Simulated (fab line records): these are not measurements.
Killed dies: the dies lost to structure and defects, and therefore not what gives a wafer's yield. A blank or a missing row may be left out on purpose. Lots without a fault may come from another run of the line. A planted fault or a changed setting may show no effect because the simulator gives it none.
Struck lot and sound lot, side by side ; flow gf180mcu ; 15 out of 602 route steps
Sound: these wafers, L521.1, L521.3, L521.6. Struck: wafers L528.3, L528.4, L528.5. Last of all comes the cause.
Per side, at each step with rows, come the tool, then ch with its chambers, and then its first start. Under that, the readings that differ: sound wafers ; struck wafers ; difference of the means ; sigmas: that difference in standard deviations of wafers without a fault.
alike: readings whose means differ by less than 2 such deviations, and words and numbers that are the same on both sides. not compared: withheld readings, readings that some wafer has no value for, bounds like >300 that may hide the same value, and numbers for which the record gives no deviation and whose values overlap.
A row with sigmas, a row that says differs or no value, or rows on one side alone: a step with any of these is where the two part. When numbers do not overlap yet have no deviation, they are printed without sigmas and do not part them. A reading that every wafer of one side lacks parts them only if that side has two wafers or more.

GF_V3_CMP_04: polishes SiO2.
  sound on cmp-02 ch 0,1,2, day 21 17:32; struck on cmp-02 ch 1,2,3, day 24 07:20
  alike: motorCurrentA, timeToEndpointS
GF_V3_BOW_MEAS_05:
  sound: filmMetro-03 at day 21 17:44; struck: filmMetro-01 at day 24 07:38
  alike: V3_BOW
then, 8 steps without rows for these wafers: GF_V3_DEHYDRATE_06 (time 60 s); GF_V3_HMDS_07 (prime time 60 s); GF_V3_COAT_08; GF_V3_COAT_09 (resist thk 1000 nm); GF_V3_SOFTBAKE_10 (time 60 s); GF_V3_EXPOSE_11 (exposes mask Via3, target cd 260 nm); GF_V3_PEB_12 (peb time 90 s); GF_V3_DEVELOP_13 (develop time 60 s).
GF_V3_CD_MEAS_14 targets a cd of 260 nm.
  sound: cdSem-01 at day 22 16:49; struck: cdSem-01 at day 25 04:56
  alike: cdNm
GF_V3_OVL_MEAS_15:
  sound: overlay-02 at day 22 16:56; struck: overlay-01 at day 25 05:02
  alike: V3_OVL
GF_V3_ETCH_16: etches BARC in N2/H2.
  sound on rieDiel-01 ch 0,1, day 22 16:58; struck on rieDiel-01 ch 0,3, day 25 05:03
reading;sound;struck;difference;sigmas
rfFwdPowerW (W);494.9 494.1 494.0;415.5 412.1 409.6;-81.9;-32
  alike: drypumpMotorCurrentA, oesProductAu, throttleValvePct
GF_V3_ETCH_17: etches SiO2 in C4F8/O2/Ar, stops on TiN, target depth 635 nm.
  sound: rieDiel-01 ch 0,1; struck: rieDiel-01 ch 0,3
  alike: oesProductAu, rfFwdPowerW
-- the record jumps here: 6 days lie between the struck wafers' starts before and after (it left off in module V3 and takes up again in module PASSIVATION, whose first step shown is number 602 of the route) --
GF_PASSIVATION_PROBE_99:
  the record has rows for the struck wafers here (prober-01, day 31 09:29) and none for the sound ones

WHERE THEY PART
Last at GF_PASSIVATION_PROBE_99 as far as this record goes, first at GF_V3_ETCH_16.

WHY: what had been put in by the simulator
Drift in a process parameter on rieDiel-01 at GF_V3_ETCH_16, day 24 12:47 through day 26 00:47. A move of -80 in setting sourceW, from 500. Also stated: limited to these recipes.
